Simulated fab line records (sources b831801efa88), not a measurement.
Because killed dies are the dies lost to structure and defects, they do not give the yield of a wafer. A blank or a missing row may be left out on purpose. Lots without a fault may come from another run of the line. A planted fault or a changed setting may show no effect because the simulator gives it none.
Matching of chambers || flow sky130 || SKY_CONTACT_CMP_04 on cmp-02: 4 sister chambers
The step polishes SiO2. 4 wafers are shown with their chamber, then 12 later ones without.

== WAFERS PAIRED WITH THEIR CHAMBERS ==
{"wafer": "L089.4", "chamber": 0, "motor_current_A (A)": 14.0}
{"wafer": "L090.2", "chamber": 1, "motor_current_A (A)": 11.4}
{"wafer": "L090.3", "chamber": 3, "motor_current_A (A)": 12.2}
{"wafer": "L090.4", "chamber": 2, "motor_current_A (A)": 14.6}

== WAFERS WITHOUT THEIR CHAMBER ==
{"wafer": "L093.1", "motor_current_A (A)": 14.2}
{"wafer": "L093.2", "motor_current_A (A)": 12.6}
{"wafer": "L093.4", "motor_current_A (A)": 11.9}
{"wafer": "L094.2", "motor_current_A (A)": 13.6}
{"wafer": "L094.5", "motor_current_A (A)": 12.8}
{"wafer": "L094.6", "motor_current_A (A)": 14.9}
{"wafer": "L096.1", "motor_current_A (A)": 12.3}
{"wafer": "L096.4", "motor_current_A (A)": 13.3}
{"wafer": "L096.6", "motor_current_A (A)": 14.8}
{"wafer": "L097.2", "motor_current_A (A)": 12.1}
{"wafer": "L097.5", "motor_current_A (A)": 11.8}
{"wafer": "L097.6", "motor_current_A (A)": 14.8}

== CHAMBER TAKEN BY EACH ==
{"wafer": "L093.1", "from the rows above": "can't be placed: 0 or 2", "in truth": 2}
{"wafer": "L093.2", "from the rows above": 3, "in truth": 3}
{"wafer": "L093.4", "from the rows above": "can't be placed: 3 or 1", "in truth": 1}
{"wafer": "L094.2", "from the rows above": "can't be placed: 0 or 2", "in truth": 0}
{"wafer": "L094.5", "from the rows above": "can't be placed: 3 or 0", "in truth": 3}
{"wafer": "L094.6", "from the rows above": "can't be placed: 2 or 0", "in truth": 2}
{"wafer": "L096.1", "from the rows above": 3, "in truth": 3}
{"wafer": "L096.4", "from the rows above": "can't be placed: 0 or 3 or 2", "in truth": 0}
{"wafer": "L096.6", "from the rows above": "can't be placed: 2 or 0", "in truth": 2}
{"wafer": "L097.2", "from the rows above": "can't be placed: 3 or 1", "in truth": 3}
{"wafer": "L097.5", "from the rows above": "can't be placed: 3 or 1", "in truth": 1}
{"wafer": "L097.6", "from the rows above": "can't be placed: 2 or 0", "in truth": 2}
Correctly placed: 2 of 12. Cannot be placed on the basis of these rows: 10; the candidates contain the true chamber in 10. Wrongly placed: 0.
How it was worked out, from the rows above alone: a wafer's distance from a chamber is the root of the sum, over the readings, of the square of ((its reading less the chamber's mean) divided by the reading's scatter). If the next closest chamber is less than 2 further off than the closest, the wafer can't be placed; otherwise it belongs to the closest. A chamber's mean is the mean of its shown wafers. The scatter (one wafer shown for each chamber): square how far every hidden wafer sits from the nearest shown wafer, average those squares and take the square root.
